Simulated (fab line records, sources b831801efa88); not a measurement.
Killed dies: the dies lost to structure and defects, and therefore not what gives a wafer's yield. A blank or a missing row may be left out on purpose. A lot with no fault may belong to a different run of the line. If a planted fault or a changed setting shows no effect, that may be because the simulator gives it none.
The tool behind it: which one? || flow sky130 || 36 wafers from 12 lots sampled at 2 of the route's 708 steps

== WHAT THE GAUGES READ, wafer by wafer ==
SKY_LI_CONTACT_RS_MEAS_22: measurement is done with a four-point probe. Usual: for LI_CONTACT_W_RS the level is 0.284 ohm/sq and the standard deviation is 0.004.
{"lot": "L367", "measured": "day 28 17:21", "on": "film metro-04", "LI_CONTACT_W_RS (ohm/sq)": "0.281 0.288 0.288", "flag": ""}
{"lot": "L368", "measured": "day 29 06:56", "on": "film metro-01", "LI_CONTACT_W_RS (ohm/sq)": "0.288 0.285 0.288", "flag": ""}
{"lot": "L369", "measured": "day 29 12:02", "on": "film metro-01", "LI_CONTACT_W_RS (ohm/sq)": "0.287 0.286 0.282", "flag": ""}
{"lot": "L370", "measured": "day 29 13:53", "on": "film metro-01", "LI_CONTACT_W_RS (ohm/sq)": "0.291 0.279 0.289", "flag": ""}
{"lot": "L371", "measured": "day 30 03:10", "on": "film metro-01", "LI_CONTACT_W_RS (ohm/sq)": "0.280 0.285 0.287", "flag": ""}
{"lot": "L374", "measured": "day 31 17:44", "on": "film metro-04", "LI_CONTACT_W_RS (ohm/sq)": "0.284 0.288 0.291", "flag": ""}
{"lot": "L375", "measured": "day 31 21:21", "on": "film metro-02", "LI_CONTACT_W_RS (ohm/sq)": "0.278 0.277 0.286", "flag": ""}
{"lot": "L376", "measured": "day 32 02:24", "on": "film metro-01", "LI_CONTACT_W_RS (ohm/sq)": "0.275 0.278 0.275", "flag": ""}
{"lot": "L384", "measured": "day 34 14:16", "on": "film metro-02", "LI_CONTACT_W_RS (ohm/sq)": "0.283 0.285 0.284", "flag": ""}
{"lot": "L387", "measured": "day 35 13:17", "on": "film metro-04", "LI_CONTACT_W_RS (ohm/sq)": "0.289 0.286 0.288", "flag": ""}
{"lot": "L389", "measured": "day 36 02:15", "on": "film metro-04", "LI_CONTACT_W_RS (ohm/sq)": "0.284 0.285 0.283", "flag": ""}
{"lot": "L390", "measured": "day 36 11:34", "on": "film metro-04", "LI_CONTACT_W_RS (ohm/sq)": "0.282 0.282 0.279", "flag": ""}

SKY_LOCAL_INTERCONNECT_THK_MEAS_02: measures by xrf. Usual: for LOCAL_INTERCONNECT_TIN_THK the level is 99.3 nm and the standard deviation is 1.1.
{"lot": "L367", "measured": "day 28 18:01", "on": "film metro-01", "LOCAL_INTERCONNECT_TIN_THK (nm)": "99.6 99.1 99.6", "flag": ""}
{"lot": "L368", "measured": "day 29 07:40", "on": "film metro-04", "LOCAL_INTERCONNECT_TIN_THK (nm)": "98.4 98.7 100.1", "flag": ""}
{"lot": "L369", "measured": "day 29 12:41", "on": "film metro-01", "LOCAL_INTERCONNECT_TIN_THK (nm)": "99.8 99.8 99.3", "flag": ""}
{"lot": "L370", "measured": "day 29 14:32", "on": "film metro-03", "LOCAL_INTERCONNECT_TIN_THK (nm)": "100.6 100.1 99.5", "flag": ""}
{"lot": "L371", "measured": "day 30 03:47", "on": "film metro-03", "LOCAL_INTERCONNECT_TIN_THK (nm)": "98.3 97.0 96.8", "flag": ""}
{"lot": "L374", "measured": "day 31 18:24", "on": "film metro-01", "LOCAL_INTERCONNECT_TIN_THK (nm)": "100.3 100.6 100.7", "flag": ""}
{"lot": "L375", "measured": "day 31 22:00", "on": "film metro-01", "LOCAL_INTERCONNECT_TIN_THK (nm)": "98.3 98.5 98.0", "flag": ""}
{"lot": "L376", "measured": "day 32 03:03", "on": "film metro-03", "LOCAL_INTERCONNECT_TIN_THK (nm)": "97.9 98.1 97.2", "flag": ""}
{"lot": "L384", "measured": "day 34 14:55", "on": "film metro-03", "LOCAL_INTERCONNECT_TIN_THK (nm)": "99.2 97.6 97.5", "flag": ""}
{"lot": "L387", "measured": "day 35 13:57", "on": "film metro-04", "LOCAL_INTERCONNECT_TIN_THK (nm)": "100.1 100.7 99.7", "flag": ""}
{"lot": "L389", "measured": "day 36 02:55", "on": "film metro-03", "LOCAL_INTERCONNECT_TIN_THK (nm)": "100.6 100.1 101.0", "flag": ""}
{"lot": "L390", "measured": "day 36 12:13", "on": "film metro-03", "LOCAL_INTERCONNECT_TIN_THK (nm)": "100.8 100.7 101.2", "flag": ""}

== EACH LOT AND THE TOOL THAT RAN IT (in order: tool; ch and the chambers of the sampled wafers; start) ==
No process step before these readings appears in the record.

== AS READ BY THE TOOLS THEMSELVES (means over the sampled wafers that have a number; for cases with no such wafer, the mark the record gives instead) ==
The record holds no such reading with a usual standard deviation.

== THE ANSWER, worked out from the rows above alone ==
Rule: lot off if the mean of its wafers having a number is beyond 3 standard deviations from the usual mean. Also off: a lot with no number at a reading for which 4 or more lots have one. All remaining lots with rows at the step are treated as sound. First the gauges in route order, then the tools' own readings, where a lot's mean is used as printed above. The first step at which some lot is off is used, and at that step the reading that is off furthest; a lot without a number counts as furthest.
No lot is off on any of the readings shown, so nothing can be concluded from this.

== WHAT THE SIMULATOR PUT IN ==
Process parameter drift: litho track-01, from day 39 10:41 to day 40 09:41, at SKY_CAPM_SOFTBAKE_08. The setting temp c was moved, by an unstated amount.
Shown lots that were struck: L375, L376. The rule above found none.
